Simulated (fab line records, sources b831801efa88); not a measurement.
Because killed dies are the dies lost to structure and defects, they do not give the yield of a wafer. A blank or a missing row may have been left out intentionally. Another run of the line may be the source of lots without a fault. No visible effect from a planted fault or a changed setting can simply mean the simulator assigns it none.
Problem report, 8D (eight disciplines) form, completed by code | flow sky130 | the parts of the form that need people (team, actions taken, sign-off) are left out

## 1. WHAT IS WRONG
chamber_pressure_pa at SKY_CONTACT_SPUTTER_23 reads a mean of 6.464 Pa on 3 wafers of 2 lots; wafers without a fault read 5.000 Pa with a standard deviation of 0.011. So: +99 or more standard deviations from the usual mean.
The step: material TiN, target thk 20 nm, time 80 s.
Earliest sighting: wafer L599.4 on pvd_sputter-02 at day 35 02:45. The record holds 39 wafers of 13 lots with a number at this step. Rule for "out", or "out of limits": more than 4 standard deviations from the usual mean. Any other wafer with a number is counted as sound.

## 2. WHAT IT IS AND WHAT IT IS NOT
question                    | is                     | is not
which readings at this step | chamber_pressure_pa    | -
which lots                  | L599, L601             | L589, L590, L593, L596, L603, L604, L606, L608, L610, L611, L612
which wafers of those lots  | L599.4, L599.5, L601.3 | L599.3, L601.2, L601.6
read on which tools         | pvd_sputter-02         | pvd_sputter-01, pvd_sputter-03
when                        | from day 35 02:45      | up to then (13 sound wafers); but 23 sound wafers of L601, L603, L604, L606, L608, L610, L611, L612 came after

## 3. THE SUSPECTS, EACH WITH WHAT RULES IT OUT
Counting: if a tool at a process step up to the reading ran every lot that is out, it stays a suspect. Sound lots after the first of them don't rule it out here, since some wafers of a struck lot are sound.
- plasma_asher-01 at SKY_CONTACT_STRIP_19 (strips in O2/N2): kept. Every lot that is out went through it, the first being L599 (day 35 02:11); the last sound lot it ran before that was L596 (day 34 01:43).
- pvd_sputter-02 at SKY_CONTACT_SPUTTER_23 (material TiN, target thk 20 nm, time 80 s): kept. Every lot that is out went through it, the first being L599 (day 35 02:45); the last sound lot it ran before that was L596 (day 34 02:21). Out on those wafers are its own readings of chamber_pressure_pa.
Remaining after the count are plasma_asher-01 at SKY_CONTACT_STRIP_19 and pvd_sputter-02 at SKY_CONTACT_SPUTTER_23.

## 4. THE CAUSE (what the simulator had put in)
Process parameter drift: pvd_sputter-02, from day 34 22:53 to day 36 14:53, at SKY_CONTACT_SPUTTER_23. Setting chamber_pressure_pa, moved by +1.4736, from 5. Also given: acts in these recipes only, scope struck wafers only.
After counting, 2 suspects remain, this tool included.

## 5. THE EFFECT CHAIN, in route order
Each row: a reading whose mean over the struck wafers that have a number lies more than 3 standard deviations from the usual. Scope: only readings with a usual standard deviation given in the record; hours: median across lots of the time from each lot's start at the first step in this table that gives one to its start at this step; sigmas: change in usual standard deviations.
hours | step                   | reading             | usual    | on struck wafers | change | sigmas
0     | SKY_CONTACT_SPUTTER_23 | chamber_pressure_pa | 5.000 Pa | 6.464            | +1.464 | +99 or more
0     | SKY_CONTACT_SPUTTER_23 | throttle_valve_pct  | 30.7 %   | 26.8             | -3.9   | -3.6
Here are the process steps it includes:
- SKY_CONTACT_SPUTTER_23: material TiN, target thk 20 nm, time 80 s.

## 6. HOW IT WOULD HAVE BEEN CAUGHT EARLIER
In this record no reading fell out of limits until day 35 02:45, 4 hours after the fault had begun at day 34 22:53.
